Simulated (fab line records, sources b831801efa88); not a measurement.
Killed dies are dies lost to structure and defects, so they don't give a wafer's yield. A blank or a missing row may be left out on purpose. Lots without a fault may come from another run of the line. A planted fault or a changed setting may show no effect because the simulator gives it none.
fab line records | flow sky130
record lots=5 wafers=15 last_day=50
route steps=708 shown LDD_P@260 LDD_HVN@267 LDD_HVP@278 LDD_LDN@289
lots that met no fault: from a run of the same line without faults
start_h: hours from the record's first day to the start of the lot's first wafer shown | wait_h: hours since the lot's step before | " the same as in the row above | L1.1+2: a row that stands for several wafers | - no value, or no start given | * or withheld: withheld | < > ~ a bound
route shown NAME@n: a module of which the file shows steps, and the number in the route of the first | usual: mean/standard deviation of fault-free wafers | same: alike in all rows | chamber/n: place in a boat | sites: the reading at each site | _std_site: their standard deviation | _edge_site: outer sites' mean less inner sites' | radius_mm: how far each site lies from the wafer's centre | mask NAME#n: copy n | behind: the tool/chamber that last shaped the wafer | hold: why the lot was held/for how many hours/how that ended | device: the transistor (n, p or np) that didn't switch | end of line: the same wafers' tests at the end of the route | a step without rows: its recipe alone | killed: dies lost to structure and defects at the first sort, not the wafer's yield | map: a wafer's dies, x killed, . not, _ none there
set.NAME: the setting as run; set.NAME@STEP: as run at that earlier step | model.NAME: the simulator's own value behind a step, which no gauge read
lots at some steps of the route; a table a step, a row a wafer
services: from which hour (start_h, from the record's first day; less than 0 if before it) a tool's chamber was out of use, for how many hours, and why
## steps
# step SKY_LDD_P_PEB_05
# recipe temp_c=withheld time_s=* resist=NOVOLAK
# usual exhaust_pa=45.0/0.91 resist_line_temp_C=*
# columns lot.wafer tool chamber start_h wait_h exhaust_pa resist_line_temp_C
L074.2 litho_track-03 0 - - 45.5 *
L074.3 " 0 " " 43.9 *
L074.4 " 0 " " 45.0 *
L079.2 litho_track-03 0 - - 46.6 *
L079.3 " 0 " " 46.5 *
L079.4 " 0 " " 46.3 *
L089.1 litho_track-03 0 - - 46.1 *
L089.3 " 0 " " 45.8 *
L089.5 " 0 " " 44.7 *
L092.1 litho_track-04 0 - - 42.4 *
L092.3 " 0 " " 45.0 *
L092.6 " 0 " " 44.9 *
L096.1 litho_track-04 0 - - 45.9 *
L096.4 " 0 " " 43.7 *
L096.6 " 0 " " 44.7 *
# step SKY_LDD_P_DEVELOP_06
# recipe resist=NOVOLAK developer=TMAH develop_time_s=60 dev_temp_c=23
# usual exhaust_pa=45.0/0.82 resist_line_temp_C=23.00/0.11
# columns lot.wafer tool chamber start_h wait_h exhaust_pa resist_line_temp_C
L074.2 litho_track-03 0 425.67 0.1 46.5 22.95
L074.3 " 0 " " 44.9 23.10
L074.4 " 0 " " 46.9 23.02
L079.2 litho_track-03 0 472.07 0.1 43.6 22.83
L079.3 " 0 " " 45.2 22.78
L079.4 " 0 " " 45.0 22.85
L089.1 litho_track-03 0 568.90 0.1 44.7 23.07
L089.3 " 0 " " 44.4 22.97
L089.5 " 0 " " 46.9 22.85
L092.1 litho_track-04 0 599.35 0.1 44.5 22.98
L092.3 " 0 " " 44.3 23.01
L092.6 " 0 " " 45.5 23.09
L096.1 litho_track-04 0 629.80 0.1 44.8 22.90
L096.4 " 0 " " 43.8 22.95
L096.6 " 0 " " 44.6 22.88
# step SKY_LDD_P_CD_MEAS_07
# recipe target_cd_nm=380
# usual cd_nm=380.5/2.7
# columns lot.wafer tool chamber start_h wait_h cd_nm
L074.2 cd_sem-01 - 425.82 0.1 378.3
L074.3 " - " " 381.8
L074.4 " - " " 381.7
L079.2 cd_sem-02 - 472.22 0.1 376.3
L079.3 " - " " 376.6
L079.4 " - " " 377.1
L089.1 cd_sem-02 - 569.05 0.1 381.1
L089.3 " - " " 382.8
L089.5 " - " " 382.1
L092.1 cd_sem-02 - 599.50 0.1 377.4
L092.3 " - " " 379.8
L092.6 " - " " 380.7
L096.1 cd_sem-02 - 629.95 0.1 383.9
L096.4 " - " " 383.0
L096.6 " - " " 384.2
# step SKY_LDD_P_OVL_MEAS_08
# usual LDD_P_OVL=1.0/1.5
# columns lot.wafer tool chamber start_h wait_h LDD_P_OVL[nm]
L074.2 overlay-02 - 425.92 0.1 2.6
L074.3 " - " " -0.3
L074.4 " - " " 2.8
L079.2 overlay-01 - 472.32 0.1 1.2
L079.3 " - " " 0.6
L079.4 " - " " -1.5
L089.1 overlay-01 - 569.17 0.1 1.4
L089.3 " - " " 1.9
L089.5 " - " " 1.5
L092.1 overlay-02 - 599.62 0.1 -0.4
L092.3 " - " " 1.9
L092.6 " - " " 0.3
L096.1 overlay-02 - 630.07 0.1 0.8
L096.4 " - " " 1.3
L096.6 " - " " 2.3
# step SKY_LDD_P_IMPLANT_09
# recipe species=BF2 energy_kev=25 dose_cm2=1e+13 tilt_deg=withheld
# same implant_ion_amu=49
# columns lot.wafer tool chamber start_h wait_h
L074.2+3+4 implanter-04 0 425.98 0.0
L079.2+3+4 implanter-02 0 472.38 0.0
L089.1+3+5 implanter-02 0 569.20 0.0
L092.1+3+6 implanter-04 0 599.65 0.0
L096.1+4+6 implanter-04 0 630.10 0.0
# step SKY_LDD_P_STRIP_10
# recipe chemistry=O2/N2 power_w=1400 pressure_mtorr=1500 platen_temp_c=withheld o2_flow_sccm=3000 n2_flow_sccm=300 overash_fraction=0.5
# usual chamber_pressure_mTorr=1500.0/1.3 drypump_motor_current_A=5.8/0.44 oes_product_au=0.716/0.0046 strip_time_to_endpoint_s=14.18/0.044
# columns lot.wafer tool chamber start_h wait_h chamber_pressure_mTorr drypump_motor_current_A oes_product_au rf_hours_counter_h strip_time_to_endpoint_s
L074.2 plasma_asher-02 1 426.10 0.1 1500.0 6.2 0.721 61 14.23
L074.3 " 1 " " 1501.5 6.2 0.710 - 14.29
L074.4 " 0 " " 1498.1 5.9 0.718 - 14.28
L079.2 plasma_asher-04 0 472.50 0.1 1498.7 5.3 0.715 78 14.19
L079.3 " 0 " " 1498.8 5.3 0.730 - 14.16
L079.4 " 1 " " 1498.3 5.5 0.710 - 14.21
L089.1 plasma_asher-03 0 569.35 0.1 1501.9 6.1 0.712 14 14.20
L089.3 " 0 " " 1500.2 6.1 0.716 - 14.20
L089.5 " 0 " " 1502.9 6.0 0.722 - 14.18
L092.1 plasma_asher-02 1 599.80 0.1 1499.0 6.2 0.715 79 14.22
L092.3 " 0 " " 1500.0 5.9 0.713 - 14.23
L092.6 " 1 " " 1498.4 6.2 0.719 - 14.22
L096.1 plasma_asher-04 0 630.25 0.1 1500.7 5.3 0.724 94 14.14
L096.4 " 1 " " 1500.0 5.4 0.710 - 14.14
L096.6 " 1 " " 1498.7 5.5 0.718 - 14.15
# step SKY_LDD_P_TW_MEAS_11
# usual LDD_P_TW=637/6.4
# columns lot.wafer tool chamber start_h wait_h LDD_P_TW
L074.2 film_metro-03 - 426.21 0.1 637
L074.3 " - " " 641
L074.4 " - " " 634
L079.2 film_metro-04 - 472.61 0.1 638
L079.3 " - " " 640
L079.4 " - " " 639
L089.1 film_metro-04 - 569.45 0.1 638
L089.3 " - " " 641
L089.5 " - " " 643
L092.1 film_metro-04 - 599.90 0.1 647
L092.3 " - " " 643
L092.6 " - " " 641
L096.1 film_metro-01 - 630.35 0.1 630
L096.4 " - " " 630
L096.6 " - " " 630
# step SKY_LDD_HVN_DEHYDRATE_00
# recipe temp_c=200 time_s=60
# usual exhaust_pa=45.0/0.88 resist_line_temp_C=22.98/0.098
# columns lot.wafer tool chamber start_h wait_h exhaust_pa resist_line_temp_C
L074.2 litho_track-03 0 439.77 13.5 43.8 22.97
L074.3 " 0 " " 44.7 22.94
L074.4 " 0 " " 45.9 22.99
L079.2 litho_track-02 0 488.09 15.5 44.3 23.10
L079.3 " 0 " " 43.2 23.09
L079.4 " 0 " " 43.9 22.97
L089.1 litho_track-03 0 583.75 14.3 45.5 22.87
L089.3 " 0 " " 45.6 22.70
L089.5 " 0 " " 46.7 22.79
L092.1 litho_track-03 0 613.85 13.9 44.1 22.96
L092.3 " 0 " " 43.3 22.83
L092.6 " 0 " " 44.1 22.92
L096.1 litho_track-02 0 643.86 13.5 46.2 22.94
L096.4 " 0 " " 46.3 22.88
L096.6 " 0 " " 44.9 23.11
# step SKY_LDD_HVN_HMDS_01
# recipe prime_time_s=60 prime_temp_c=120
# usual exhaust_pa=45.2/0.77 prime_temp_c=119.98/0.16 resist_line_temp_C=23.00/0.12
# columns lot.wafer tool chamber start_h wait_h exhaust_pa prime_temp_c resist_line_temp_C
L074.2 litho_track-03 0 439.92 0.1 44.1 119.92 23.21
L074.3 " 0 " " 44.3 120.13 22.94
L074.4 " 0 " " 45.3 120.20 23.01
L079.2 litho_track-02 0 488.24 0.1 45.0 120.12 22.93
L079.3 " 0 " " 43.2 120.18 22.93
L079.4 " 0 " " 44.2 120.20 22.99
L089.1 litho_track-03 0 583.90 0.1 45.9 120.02 23.15
L089.3 " 0 " " 45.1 119.93 22.92
L089.5 " 0 " " 45.4 120.02 23.06
L092.1 litho_track-03 0 614.00 0.1 46.1 120.10 23.07
L092.3 " 0 " " 45.5 120.09 23.12
L092.6 " 0 " " 45.5 120.05 23.00
L096.1 litho_track-02 0 644.01 0.1 45.8 119.75 22.66
L096.4 " 0 " " 45.5 119.86 22.78
L096.6 " 0 " " 45.5 119.91 22.82
# step SKY_LDD_HVN_COAT_02
# recipe resist=NOVOLAK spin_rpm=3000 resist_thk_nm=300
# usual exhaust_pa=45.0/0.86 resist_line_temp_C=23.02/0.11
# columns lot.wafer tool chamber start_h wait_h exhaust_pa resist_line_temp_C
L074.2 litho_track-03 0 440.07 0.1 46.0 23.19
L074.3 " 0 " " 44.9 22.96
L074.4 " 0 " " 45.6 22.99
L079.2 litho_track-02 0 488.39 0.1 46.8 22.96
L079.3 " 0 " " 45.4 22.95
L079.4 " 0 " " 45.7 22.91
L089.1 litho_track-03 0 584.05 0.1 46.1 23.04
L089.3 " 0 " " 45.1 22.90
L089.5 " 0 " " 45.5 22.93
L092.1 litho_track-03 0 614.15 0.1 46.5 22.86
L092.3 " 0 " " 44.7 22.93
L092.6 " 0 " " 45.0 23.07
L096.1 litho_track-02 0 644.16 0.1 44.9 23.23
L096.4 " 0 " " 43.0 23.29
L096.6 " 0 " " 43.4 23.28
# step SKY_LDD_HVN_SOFTBAKE_03
# recipe temp_c=90 time_s=60 resist=NOVOLAK
# usual exhaust_pa=45.1/0.84 resist_line_temp_C=23.02/0.1
# columns lot.wafer tool chamber start_h wait_h exhaust_pa resist_line_temp_C
L074.2 litho_track-03 0 440.22 0.1 44.8 23.02
L074.3 " 0 " " 45.9 23.01
L074.4 " 0 " " 45.4 23.02
L079.2 litho_track-02 0 488.54 0.1 45.5 23.12
L079.3 " 0 " " 44.6 23.06
L079.4 " 0 " " 45.1 23.00
L089.1 litho_track-03 0 584.20 0.1 46.2 23.11
L089.3 " 0 " " 44.1 23.08
L089.5 " 0 " " 44.2 23.07
L092.1 litho_track-03 0 614.30 0.1 45.3 23.15
L092.3 " 0 " " 44.9 23.03
L092.6 " 0 " " 45.3 23.08
L096.1 litho_track-02 0 644.31 0.1 42.9 22.96
L096.4 " 0 " " 44.4 22.69
L096.6 " 0 " " 44.5 22.83
# step SKY_LDD_HVN_EXPOSE_04
# recipe mask_id=HVNTM na=0.6 source_shape=conventional sigma_outer=0.6 polarization=unpolarized target_cd_nm=700 dose_mj=127
# columns lot.wafer tool chamber start_h wait_h mask
L074.2+3+4 iline_stepper-01 0 - - HVNTM#0
L079.2+3+4 iline_stepper-02 0 - - HVNTM#0
L089.1+3+5 iline_stepper-02 0 - - HVNTM#0
L092.1+3+6 iline_stepper-02 0 - - HVNTM#0
L096.1+4+6 iline_stepper-01 0 - - HVNTM#0
# step SKY_LDD_HVN_PEB_05
# recipe temp_c=withheld time_s=* resist=NOVOLAK
# usual exhaust_pa=45.1/1 resist_line_temp_C=*
# columns lot.wafer tool chamber start_h wait_h exhaust_pa resist_line_temp_C
L074.2 litho_track-03 0 - - 45.9 *
L074.3 " 0 " " 45.1 *
L074.4 " 0 " " 44.7 *
L079.2 litho_track-02 0 - - 45.0 *
L079.3 " 0 " " 45.5 *
L079.4 " 0 " " 45.8 *
L089.1 litho_track-02 0 - - 43.3 *
L089.3 " 0 " " 43.2 *
L089.5 " 0 " " 43.7 *
L092.1 litho_track-01 0 - - 45.6 *
L092.3 " 0 " " 45.8 *
L092.6 " 0 " " 46.0 *
L096.1 litho_track-02 0 - - 45.7 *
L096.4 " 0 " " 45.2 *
L096.6 " 0 " " 46.2 *
# step SKY_LDD_HVN_DEVELOP_06
# recipe resist=NOVOLAK developer=TMAH develop_time_s=60 dev_temp_c=23
# usual exhaust_pa=44.9/1 resist_line_temp_C=22.99/0.11
# columns lot.wafer tool chamber start_h wait_h exhaust_pa resist_line_temp_C
L074.2 litho_track-03 0 455.72 0.1 44.6 22.85
L074.3 " 0 " " 45.0 23.03
L074.4 " 0 " " 44.2 23.11
L079.2 litho_track-02 0 504.29 0.1 44.9 23.08
L079.3 " 0 " " 44.8 23.14
L079.4 " 0 " " 45.9 22.97
L089.1 litho_track-02 0 598.61 0.1 45.1 22.95
L089.3 " 0 " " 44.9 23.04
L089.5 " 0 " " 45.1 22.95
L092.1 litho_track-01 0 628.39 0.1 44.6 22.80
L092.3 " 0 " " 44.0 23.06
L092.6 " 0 " " 43.7 22.93
L096.1 litho_track-02 0 658.56 0.1 45.9 22.80
L096.4 " 0 " " 45.6 22.97
L096.6 " 0 " " 45.9 22.86
# step SKY_LDD_HVN_OVL_MEAS_07
# usual LDD_HVN_OVL=0.4/1.4
# columns lot.wafer tool chamber start_h wait_h LDD_HVN_OVL[nm]
L074.2 overlay-02 - 455.85 0.1 -1.1
L074.3 " - " " 1.1
L074.4 " - " " 1.9
L079.2 overlay-01 - 504.42 0.1 -0.3
L079.3 " - " " 2.5
L079.4 " - " " 1.8
L089.1 overlay-02 - 598.76 0.1 0.0
L089.3 " - " " 0.2
L089.5 " - " " 0.1
L092.1 overlay-02 - 628.54 0.1 1.0
L092.3 " - " " 1.9
L092.6 " - " " 0.8
L096.1 overlay-01 - 658.71 0.1 1.6
L096.4 " - " " 1.2
L096.6 " - " " -0.2
# step SKY_LDD_HVN_IMPLANT_08
# recipe species=P energy_kev=60 dose_cm2=3e+13 tilt_deg=40
# same implant_ion_amu=31
# columns lot.wafer tool chamber start_h wait_h
L074.2+3+4 implanter-04 0 455.91 0.0
L079.2+3+4 implanter-03 0 504.47 0.0
L089.1+3+5 implanter-03 0 598.80 0.0
L092.1+3+6 implanter-04 0 628.58 0.0
L096.1+4+6 implanter-01 0 658.75 0.0
# step SKY_LDD_HVN_STRIP_09
# recipe chemistry=O2/N2 power_w=1400 pressure_mtorr=1500 platen_temp_c=withheld o2_flow_sccm=3000 n2_flow_sccm=300 overash_fraction=0.5
# usual chamber_pressure_mTorr=1499.9/1.5 drypump_motor_current_A=6.1/0.49 oes_product_au=0.409/0.0044 strip_time_to_endpoint_s=4.132/0.013
# columns lot.wafer tool chamber start_h wait_h chamber_pressure_mTorr drypump_motor_current_A oes_product_au rf_hours_counter_h strip_time_to_endpoint_s
L074.2 plasma_asher-03 0 456.03 0.1 1499.8 6.0 0.414 2 4.133
L074.3 " 1 " " 1500.5 6.7 0.407 - 4.141
L074.4 " 0 " " 1500.2 6.0 0.398 - 4.119
L079.2 plasma_asher-02 1 504.60 0.1 1502.5 6.2 0.412 69 4.141
L079.3 " 0 " " 1498.9 5.9 0.408 - 4.129
L079.4 " 1 " " 1501.2 6.2 0.415 - 4.119
L089.1 plasma_asher-02 1 598.95 0.1 1498.4 6.2 0.414 79 4.098
L089.3 " 1 " " 1501.6 6.2 0.409 - 4.112
L089.5 " 0 " " 1498.1 5.9 0.416 - 4.121
L092.1 plasma_asher-02 1 628.73 0.1 1500.8 6.2 0.410 82 4.117
L092.3 " 1 " " 1501.8 6.2 0.413 - 4.142
L092.6 " 1 " " 1498.1 6.2 0.415 - 4.137
L096.1 plasma_asher-01 1 658.90 0.1 1499.9 4.9 0.416 51 4.124
L096.4 " 1 " " 1500.1 4.9 0.410 - 4.132
L096.6 " 0 " " 1501.6 6.5 0.412 - 4.153
# step SKY_LDD_HVN_TW_MEAS_10
# usual LDD_HVN_TW=1437/16
# columns lot.wafer tool chamber start_h wait_h LDD_HVN_TW
L074.2 film_metro-04 - 456.14 0.1 1449
L074.3 " - " " 1451
L074.4 " - " " 1443
L079.2 film_metro-04 - 504.71 0.1 1440
L079.3 " - " " 1438
L079.4 " - " " 1444
L089.1 film_metro-04 - 599.05 0.1 1451
L089.3 " - " " 1457
L089.5 " - " " 1452
L092.1 film_metro-03 - 628.83 0.1 1448
L092.3 " - " " 1452
L092.6 " - " " 1443
L096.1 film_metro-02 - 659.00 0.1 1418
L096.4 " - " " 1401
L096.6 " - " " 1409
# step SKY_LDD_HVP_DEHYDRATE_00
# recipe temp_c=200 time_s=60
# usual exhaust_pa=45.0/0.85 resist_line_temp_C=23.01/0.1
# columns lot.wafer tool chamber start_h wait_h exhaust_pa resist_line_temp_C
L074.2 litho_track-04 0 470.97 14.8 44.0 23.02
L074.3 " 0 " " 44.0 22.97
L074.4 " 0 " " 43.0 22.86
L079.2 litho_track-02 0 519.89 15.2 45.4 22.97
L079.3 " 0 " " 45.8 22.99
L079.4 " 0 " " 47.0 23.02
L089.1 litho_track-01 0 613.09 14.0 45.4 23.07
L089.3 " 0 " " 44.9 23.10
L089.5 " 0 " " 45.2 22.99
L092.1 litho_track-01 0 642.44 13.6 45.4 22.99
L092.3 " 0 " " 45.5 23.06
L092.6 " 0 " " 46.0 23.09
L096.1 litho_track-02 0 672.36 13.4 45.3 23.05
L096.4 " 0 " " 44.5 23.02
L096.6 " 0 " " 45.0 23.03
# step SKY_LDD_HVP_HMDS_01
# recipe prime_time_s=60 prime_temp_c=120
# usual exhaust_pa=45.0/1 prime_temp_c=119.99/0.15 resist_line_temp_C=23.03/0.099
# columns lot.wafer tool chamber start_h wait_h exhaust_pa prime_temp_c resist_line_temp_C
L074.2 litho_track-04 0 471.12 0.1 46.5 119.70 22.93
L074.3 " 0 " " 46.1 119.54 22.98
L074.4 " 0 " " 45.2 119.92 23.08
L079.2 litho_track-02 0 520.04 0.1 45.1 120.20 23.03
L079.3 " 0 " " 46.7 120.17 23.14
L079.4 " 0 " " 45.5 120.25 23.13
L089.1 litho_track-01 0 613.24 0.1 45.6 119.98 23.00
L089.3 " 0 " " 45.4 120.06 23.04
L089.5 " 0 " " 45.5 120.00 22.97
L092.1 litho_track-01 0 642.59 0.1 47.0 119.98 22.96
L092.3 " 0 " " 46.0 119.80 22.80
L092.6 " 0 " " 45.1 119.74 23.10
L096.1 litho_track-02 0 672.51 0.1 44.4 120.16 22.89
L096.4 " 0 " " 45.2 120.14 23.08
L096.6 " 0 " " 45.4 120.06 23.08
# step SKY_LDD_HVP_COAT_02
# recipe resist=NOVOLAK spin_rpm=3000 resist_thk_nm=300
# usual exhaust_pa=45.0/0.83 resist_line_temp_C=23.01/0.12
# columns lot.wafer tool chamber start_h wait_h exhaust_pa resist_line_temp_C
L074.2 litho_track-04 0 471.27 0.1 46.9 23.13
L074.3 " 0 " " 46.3 23.16
L074.4 " 0 " " 45.5 23.23
L079.2 litho_track-02 0 520.19 0.1 43.6 23.04
L079.3 " 0 " " 45.3 23.00
L079.4 " 0 " " 45.6 23.03
L089.1 litho_track-01 0 613.39 0.1 44.3 23.01
L089.3 " 0 " " 44.2 22.96
L089.5 " 0 " " 43.8 22.94
L092.1 litho_track-01 0 642.74 0.1 45.0 23.16
L092.3 " 0 " " 45.2 23.13
L092.6 " 0 " " 45.2 23.07
L096.1 litho_track-02 0 672.66 0.1 42.8 23.23
L096.4 " 0 " " 43.6 22.82
L096.6 " 0 " " 42.3 23.17
# step SKY_LDD_HVP_SOFTBAKE_03
# recipe temp_c=90 time_s=60 resist=NOVOLAK
# usual exhaust_pa=44.8/0.84 resist_line_temp_C=23.00/0.097
# columns lot.wafer tool chamber start_h wait_h exhaust_pa resist_line_temp_C
L074.2 litho_track-04 0 471.42 0.1 45.0 22.91
L074.3 " 0 " " 43.8 23.14
L074.4 " 0 " " 44.6 23.14
L079.2 litho_track-02 0 520.34 0.1 45.5 23.11
L079.3 " 0 " " 45.2 23.06
L079.4 " 0 " " 45.5 23.15
L089.1 litho_track-01 0 613.54 0.1 44.7 22.92
L089.3 " 0 " " 45.4 22.98
L089.5 " 0 " " 44.0 22.84
L092.1 litho_track-01 0 642.89 0.1 44.6 22.90
L092.3 " 0 " " 44.8 22.97
L092.6 " 0 " " 45.1 22.87
L096.1 litho_track-02 0 672.81 0.1 44.2 22.95
L096.4 " 0 " " 43.3 22.90
L096.6 " 0 " " 43.3 23.01
# step SKY_LDD_HVP_EXPOSE_04
# recipe mask_id=HVPTM na=0.6 source_shape=conventional sigma_outer=0.6 polarization=unpolarized target_cd_nm=700 dose_mj=86
# columns lot.wafer tool chamber start_h wait_h mask
L074.2+3+4 iline_stepper-01 0 - - HVPTM#0
L079.2+3+4 iline_stepper-01 0 - - HVPTM#0
L089.1+3+5 iline_stepper-01 0 - - HVPTM#0
L092.1+3+6 iline_stepper-02 0 - - HVPTM#0
L096.1+4+6 iline_stepper-01 0 - - HVPTM#0
# step SKY_LDD_HVP_PEB_05
# recipe temp_c=withheld time_s=* resist=NOVOLAK
# usual exhaust_pa=45.1/0.94 resist_line_temp_C=*
# columns lot.wafer tool chamber start_h wait_h exhaust_pa resist_line_temp_C
L074.2 litho_track-04 0 - - 45.8 *
L074.3 " 0 " " 45.9 *
L074.4 " 0 " " 44.9 *
L079.2 litho_track-01 0 - - 43.4 *
L079.3 " 0 " " 46.1 *
L079.4 " 0 " " 44.6 *
L089.1 litho_track-04 0 - - 43.5 *
L089.3 " 0 " " 45.0 *
L089.5 " 0 " " 42.9 *
L092.1 litho_track-01 0 - - 46.7 *
L092.3 " 0 " " 44.8 *
L092.6 " 0 " " 44.4 *
L096.1 litho_track-01 0 - - 43.9 *
L096.4 " 0 " " 45.1 *
L096.6 " 0 " " 45.0 *
# step SKY_LDD_HVP_DEVELOP_06
# recipe resist=NOVOLAK developer=TMAH develop_time_s=60 dev_temp_c=23
# usual exhaust_pa=45.0/0.83 resist_line_temp_C=22.98/0.092
# columns lot.wafer tool chamber start_h wait_h exhaust_pa resist_line_temp_C
L074.2 litho_track-04 0 487.02 0.1 44.7 23.11
L074.3 " 0 " " 43.2 22.97
L074.4 " 0 " " 45.5 22.98
L079.2 litho_track-01 0 535.12 0.1 44.4 22.90
L079.3 " 0 " " 43.1 23.20
L079.4 " 0 " " 43.8 22.80
L089.1 litho_track-04 0 627.95 0.1 44.7 22.95
L089.3 " 0 " " 44.7 22.91
L089.5 " 0 " " 45.1 22.90
L092.1 litho_track-01 0 657.19 0.1 46.3 22.95
L092.3 " 0 " " 45.3 22.91
L092.6 " 0 " " 44.4 23.04
L096.1 litho_track-01 0 686.59 0.1 45.7 22.79
L096.4 " 0 " " 44.9 23.05
L096.6 " 0 " " 45.3 22.99
# step SKY_LDD_HVP_OVL_MEAS_07
# usual LDD_HVP_OVL=-1.2/1.2
# columns lot.wafer tool chamber start_h wait_h LDD_HVP_OVL[nm]
L074.2 overlay-02 - 487.15 0.1 -0.7
L074.3 " - " " -0.3
L074.4 " - " " -1.1
L079.2 overlay-02 - 535.25 0.1 -3.3
L079.3 " - " " -2.2
L079.4 " - " " -1.2
L089.1 overlay-01 - 628.10 0.1 -0.7
L089.3 " - " " -1.9
L089.5 " - " " -1.5
L092.1 overlay-02 - 657.34 0.1 -2.4
L092.3 " - " " -1.6
L092.6 " - " " -3.3
L096.1 overlay-02 - 686.74 0.1 -0.6
L096.4 " - " " 0.5
L096.6 " - " " -1.6
# step SKY_LDD_HVP_IMPLANT_08
# recipe species=B energy_kev=20 dose_cm2=1.7e+13 tilt_deg=17.9
# same implant_ion_amu=11
# columns lot.wafer tool chamber start_h wait_h
L074.2+3+4 implanter-03 0 487.21 0.0
L079.2+3+4 implanter-04 0 535.30 0.0
L089.1+3+5 implanter-03 0 628.13 0.0
L092.1+3+6 implanter-04 0 657.38 0.0
L096.1+4+6 implanter-02 0 686.78 0.0
# step SKY_LDD_HVP_STRIP_09
# recipe chemistry=O2/N2 power_w=1400 pressure_mtorr=1500 platen_temp_c=withheld o2_flow_sccm=3000 n2_flow_sccm=300 overash_fraction=0.5
# usual chamber_pressure_mTorr=1500.0/1.3 drypump_motor_current_A=5.7/0.53 oes_product_au=0.409/0.0042 strip_time_to_endpoint_s=4.142/0.011
# columns lot.wafer tool chamber start_h wait_h chamber_pressure_mTorr drypump_motor_current_A oes_product_au rf_hours_counter_h strip_time_to_endpoint_s
L074.2 plasma_asher-01 1 487.33 0.1 1499.1 4.9 0.403 37 4.162
L074.3 " 1 " " 1499.1 5.0 0.408 - 4.125
L074.4 " 0 " " 1500.6 6.6 0.407 - 4.129
L079.2 plasma_asher-04 0 535.43 0.1 1502.6 5.3 0.411 84 4.137
L079.3 " 0 " " 1501.6 5.3 0.409 - 4.127
L079.4 " 1 " " 1499.7 5.5 0.405 - 4.145
L089.1 plasma_asher-02 0 628.28 0.1 1499.3 5.9 0.414 82 4.122
L089.3 " 0 " " 1499.0 5.9 0.407 - 4.155
L089.5 " 1 " " 1501.7 6.2 0.407 - 4.157
L092.1 plasma_asher-02 1 657.53 0.1 1499.5 6.2 0.407 85 4.133
L092.3 " 1 " " 1499.6 6.2 0.414 - 4.133
L092.6 " 1 " " 1502.1 6.2 0.409 - 4.149
L096.1 plasma_asher-02 0 686.93 0.1 1500.3 5.9 0.406 88 4.153
L096.4 " 1 " " 1500.5 6.2 0.408 - 4.138
L096.6 " 1 " " 1499.0 6.2 0.407 - 4.159
# step SKY_LDD_HVP_TW_MEAS_10
# usual LDD_HVP_TW=451/3.9
# columns lot.wafer tool chamber start_h wait_h LDD_HVP_TW
L074.2 film_metro-02 - 487.44 0.1 450
L074.3 " - " " 449
L074.4 " - " " 452
L079.2 film_metro-02 - 535.54 0.1 451
L079.3 " - " " 452
L079.4 " - " " 452
L089.1 film_metro-04 - 628.38 0.1 458
L089.3 " - " " 458
L089.5 " - " " 458
L092.1 film_metro-01 - 657.63 0.1 447
L092.3 " - " " 448
L092.6 " - " " 448
L096.1 film_metro-04 - 687.03 0.1 458
L096.4 " - " " 457
L096.6 " - " " 456
# step SKY_LDD_LDN_DEHYDRATE_00
# recipe temp_c=200 time_s=60
# usual exhaust_pa=45.1/0.9 resist_line_temp_C=23.00/0.097
# columns lot.wafer tool chamber start_h wait_h exhaust_pa resist_line_temp_C
L074.2 litho_track-04 0 502.82 15.4 43.9 23.05
L074.3 " 0 " " 43.9 23.11
L074.4 " 0 " " 42.9 23.13
L079.2 litho_track-01 0 549.87 14.3 44.4 23.05
L079.3 " 0 " " 44.4 23.05
L079.4 " 0 " " 45.6 22.96
L089.1 litho_track-01 0 641.84 13.4 46.4 23.05
L089.3 " 0 " " 44.6 22.96
L089.5 " 0 " " 45.6 23.04
L092.1 litho_track-03 0 670.85 13.2 45.7 23.05
L092.3 " 0 " " 45.5 22.93
L092.6 " 0 " " 45.9 23.15
L096.1 litho_track-04 0 699.90 12.9 46.2 22.92
L096.4 " 0 " " 45.1 22.92
L096.6 " 0 " " 45.5 22.92
# step SKY_LDD_LDN_HMDS_01
# recipe prime_time_s=60 prime_temp_c=120
# usual exhaust_pa=45.0/1 prime_temp_c=119.99/0.12 resist_line_temp_C=23.01/0.12
# columns lot.wafer tool chamber start_h wait_h exhaust_pa prime_temp_c resist_line_temp_C
L074.2 litho_track-04 0 502.97 0.1 45.1 119.85 22.93
L074.3 " 0 " " 43.8 119.86 22.81
L074.4 " 0 " " 45.3 120.02 22.78
L079.2 litho_track-01 0 550.02 0.1 45.3 120.05 23.07
L079.3 " 0 " " 45.1 120.06 23.12
L079.4 " 0 " " 45.4 120.20 23.06
L089.1 litho_track-01 0 641.99 0.1 44.8 120.19 22.81
L089.3 " 0 " " 46.0 120.11 22.75
L089.5 " 0 " " 45.3 119.94 22.91
L092.1 litho_track-03 0 671.00 0.1 46.4 120.05 23.07
L092.3 " 0 " " 45.7 120.17 22.96
L092.6 " 0 " " 44.5 119.99 23.03
L096.1 litho_track-04 0 700.05 0.1 43.3 119.83 23.10
L096.4 " 0 " " 43.1 120.04 23.11
L096.6 " 0 " " 43.7 120.00 23.07
# step SKY_LDD_LDN_COAT_02
# recipe resist=NOVOLAK spin_rpm=3000 resist_thk_nm=1140
# usual exhaust_pa=44.9/0.92 resist_line_temp_C=22.99/0.1
# columns lot.wafer tool chamber start_h wait_h exhaust_pa resist_line_temp_C
L074.2 litho_track-04 0 503.12 0.1 45.5 23.09
L074.3 " 0 " " 45.2 23.04
L074.4 " 0 " " 44.2 22.97
L079.2 litho_track-01 0 550.17 0.1 44.7 23.02
L079.3 " 0 " " 44.8 22.90
L079.4 " 0 " " 47.0 23.03
L089.1 litho_track-01 0 642.14 0.1 47.4 23.07
L089.3 " 0 " " 45.4 23.04
L089.5 " 0 " " 46.0 22.92
L092.1 litho_track-03 0 671.15 0.1 45.8 22.93
L092.3 " 0 " " 46.5 22.95
L092.6 " 0 " " 45.4 22.82
L096.1 litho_track-04 0 700.20 0.1 46.3 23.01
L096.4 " 0 " " 44.3 22.94
L096.6 " 0 " " 46.1 22.81
## services
# columns tool chamber start_h hours kind
implanter-03 - 418.68 2.5 pm
plasma_asher-03 - 421.25 9.0 pm
plasma_asher-01 - 421.54 2.8 pm
implanter-01 - 422.88 4.6 pm
implanter-04 - 438.55 5.0 repair
iline_stepper-01 0 465.22 - calibration
implanter-03 - 468.35 5.9 pm
implanter-01 - 499.08 0.6 repair
iline_stepper-01 - 512.85 1.7 pm
implanter-02 - 533.06 2.0 repair
implanter-04 - 547.86 1.7 repair
plasma_asher-01 - 565.19 33.9 repair
implanter-04 - 565.51 3.7 repair
implanter-04 - 569.20 4.3 pm
plasma_asher-02 - 577.86 1.5 repair
implanter-04 - 584.44 1.9 repair
litho_track-03 - 590.75 - consumable_replace:filter
iline_stepper-02 - 594.40 1.7 pm
plasma_asher-04 - 617.20 2.8 pm
plasma_asher-03 - 637.83 1.7 repair
iline_stepper-01 - 681.72 4.4 pm
plasma_asher-04 - 683.06 0.6 repair
implanter-01 - 687.40 9.1 repair
implanter-03 - 691.73 2.8 repair
## key
fault none
